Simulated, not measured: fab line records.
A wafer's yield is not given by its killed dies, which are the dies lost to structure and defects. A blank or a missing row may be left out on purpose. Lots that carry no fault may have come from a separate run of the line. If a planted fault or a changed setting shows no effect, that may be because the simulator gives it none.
Which tool did it?	flow gf180mcu	18 wafers from 6 lots sampled at 2 of the route's 602 steps

## WHAT THE GAUGES SHOWED, per wafer
GF_V3_RS_MEAS_24: measures by four-point-probe.
lot	measured	on	V3_W_RS (ohm/sq)
L199	day 23 03:22	film-metro-02	0.329 0.331 0.327
L200	day 23 16:26	film-metro-02	0.320 0.327 0.325
L211	day 27 02:38	film-metro-01	0.335 0.333 0.334
L213	day 27 12:04	film-metro-01	0.325 0.330 0.329
L217	day 28 14:22	film-metro-02	0.335 0.329 0.336
L220	day 29 22:20	film-metro-03	0.326 0.335 0.325

## WHICH TOOL RAN EACH LOT (tool, then ch and the chambers of the sampled wafers, then the start)
lot	GF_V3_SPUTTER_22
L199	pvd-sputter-03, day 23 03:12
L200	pvd-sputter-02, day 23 16:11
L211	pvd-sputter-04, day 27 02:28
L213	pvd-sputter-02, day 27 11:54
L217	pvd-sputter-04, day 28 14:11
L220	pvd-sputter-04, day 29 22:11
- GF_V3_SPUTTER_22: material TiN, target thk 10 nm, time 40 s.

## THE ANSWER, worked out from the rows above alone
Rule: the lots themselves supply what counts as usual. The widest of any qualifying gaps counts: lots, ordered by their means at a reading, are off when they make up no more than a third of the lots, leave a main group of 4 or more, and stand apart from it by 3 or more times the standard deviation of that group's means. The tables above print the reading to a certain number of digits; a main group whose means all agree to those digits is not used. Also off: a lot with no number at a reading for which 4 or more lots have one. Any other lot the step has rows for is counted as sound.
No lot is off on any of the readings shown, so nothing can be concluded from this.

## WHAT THE SIMULATOR PUT IN
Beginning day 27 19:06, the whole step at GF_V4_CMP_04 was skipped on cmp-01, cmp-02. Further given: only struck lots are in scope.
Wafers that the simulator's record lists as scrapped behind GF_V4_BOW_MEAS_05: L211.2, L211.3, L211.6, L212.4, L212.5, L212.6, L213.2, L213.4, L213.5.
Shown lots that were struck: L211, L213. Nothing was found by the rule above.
